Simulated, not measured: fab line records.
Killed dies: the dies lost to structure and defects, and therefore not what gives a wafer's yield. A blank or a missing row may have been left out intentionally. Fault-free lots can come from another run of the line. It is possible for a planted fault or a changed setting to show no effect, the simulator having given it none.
Struck lot and sound lot, side by side || flow sky130 || 15 out of 708 route steps
Sound: the wafers L237.3, L237.4, L237.5. Struck: wafers L238.4, L238.5, L238.6. Last of all comes the cause.
Order at every step that has rows: each side's tool, ch and its chambers, its first start. Under that, the readings that differ: sound wafers || struck wafers || difference of the means || sigmas: that difference in standard deviations of wafers without a fault.
alike: same words and numbers on both sides, and readings whose means sit less than 2 such deviations apart. not compared: any withheld reading, any reading some wafer has no value for, any bound like >300 that may hide the same value, and any number with overlapping values for which the record gives no deviation.
Wherever a step has rows on one side only, a row that says differs or no value, or a row with sigmas, the two part there. When numbers do not overlap yet have no deviation, they are printed without sigmas and do not part them. Lack of a reading on every wafer of one side parts them only where that side has two or more wafers.

first, 4 steps without rows for these wafers: SKY_VIA3_SOFTBAKE_08 (time 90 s); SKY_VIA3_EXPOSE_09 (exposes mask VIM3, target cd 200 nm); SKY_VIA3_PEB_10; SKY_VIA3_DEVELOP_11 (develop time 60 s).
SKY_VIA3_CD_MEAS_12 targets a cd of 200 nm.
  sound on cd sem-01 at day 42 16:58; struck on cd sem-02 at day 43 00:44
  alike: cd nm
SKY_VIA3_OVL_MEAS_13:
  sound on overlay-02 at day 42 17:04; struck on overlay-02 at day 43 00:49
  alike: VIA3_OVL
SKY_VIA3_ETCH_14: etches BARC in N2/H2, stops on SiO2, time 45.9 s, target depth 60 nm.
  sound on rie diel-03 ch 0,1,2, day 42 17:05; struck on rie diel-03 ch 0,1,2, day 43 00:50
  alike: drypump motor current A, oes product au, throttle valve pct
  not compared: rf hours counter h
SKY_VIA3_ETCH_15: etches SiO2 in C4F8/O2/Ar, stops on TiN, target depth 507 nm, time 78 s.
  sound on rie diel-03 ch 0,1,2, day 42 17:08; struck on rie diel-03 ch 0,1,2, day 43 00:53
  alike: oes product au
SKY_VIA3_STRIP_16: strips in O2/N2.
  sound on plasma asher-03 ch 0,1, day 42 17:13; struck on plasma asher-02 ch 0,1, day 43 00:58
  alike: drypump motor current A, oes product au, strip time to endpoint s
  not compared: rf hours counter h
then, 3 steps without rows for these wafers: SKY_VIA3_STRIP_17 (strips in post etch residue remover, time 1200 s); SKY_VIA3_CLEAN_18 (cleans in IPA, time 180 s); SKY_VIA3_CLEAN_19 (cleans in O3/DIW).
SKY_VIA3_SPUTTER_20: material TiN, target thk 20 nm, time 80 s.
  sound on pvd sputter-01 at day 42 17:47; struck on pvd sputter-03 at day 43 01:34
  no value came back on the struck wafers for cathode dc power W (W), chamber pressure pa (Pa), throttle valve pct (%); on the sound wafers cathode dc power W (W) reads 3999.0 4000.5 3999.8
SKY_VIA3_CVD_21: deposits W, target thk 390 nm, time 117.31 s.
  sound on cvd w-02 ch 0,1, day 42 17:53; struck on cvd w-02 ch 0,1, day 43 01:40
  alike: chamber pressure Torr, heater power w
-- the record jumps here: 6 days lie between the struck wafers' starts before and after (it left off in module VIA3 and takes up again in module PAD_OPEN, whose first step shown is number 708 of the route) --
SKY_PAD_OPEN_PROBE_99:
  sound on prober-02 at day 48 10:47; struck on prober-02 at day 48 15:55
{"reading": "hold", "sound": "- - -", "struck": "await dispo/2.2h/scrap await dispo/2.2h/scrap await dispo/2.2h/scrap", "difference": "no value on the sound wafers", "sigmas": ""}
{"reading": "defect limited yield (%)", "sound": "81.3 81.9 82.9", "struck": "0 0 0", "difference": -82, "sigmas": -43}
{"reading": "killed_at_M0_to_M3", "sound": "52 54 49", "struck": "449 428 461", "difference": "+394", "sigmas": "+55"}
{"reading": "killed dies", "sound": "92 89 84", "struck": "492 492 492", "difference": "+404", "sigmas": "+43"}
{"reading": "killed on rim", "sound": "19 17 18", "struck": "96 96 96", "difference": "+78", "sigmas": "+22"}
{"reading": "sort_bin_5_function (%)", "sound": "11.8 10.6 10.6", "struck": "93.3 92.1 93.7", "difference": "+82.0", "sigmas": "+55"}
{"reading": "sort n pass", "sound": "400 403 408", "struck": "0 0 0", "difference": -404, "sigmas": -43}
{"reading": "sort yield pct (%)", "sound": "81.3 81.9 82.9", "struck": "0 0 0", "difference": -82, "sigmas": -43}
  alike: killed_at_M4_up, killed at contacts, killed at front end, killed at other, killed open, killed short, sort_bin_3_pad_short, sort_bin_6_memory

WHERE THEY PART
Last at SKY_PAD_OPEN_PROBE_99 as far as this record goes, first at SKY_VIA3_SPUTTER_20.

WHY: what had been put in by the simulator
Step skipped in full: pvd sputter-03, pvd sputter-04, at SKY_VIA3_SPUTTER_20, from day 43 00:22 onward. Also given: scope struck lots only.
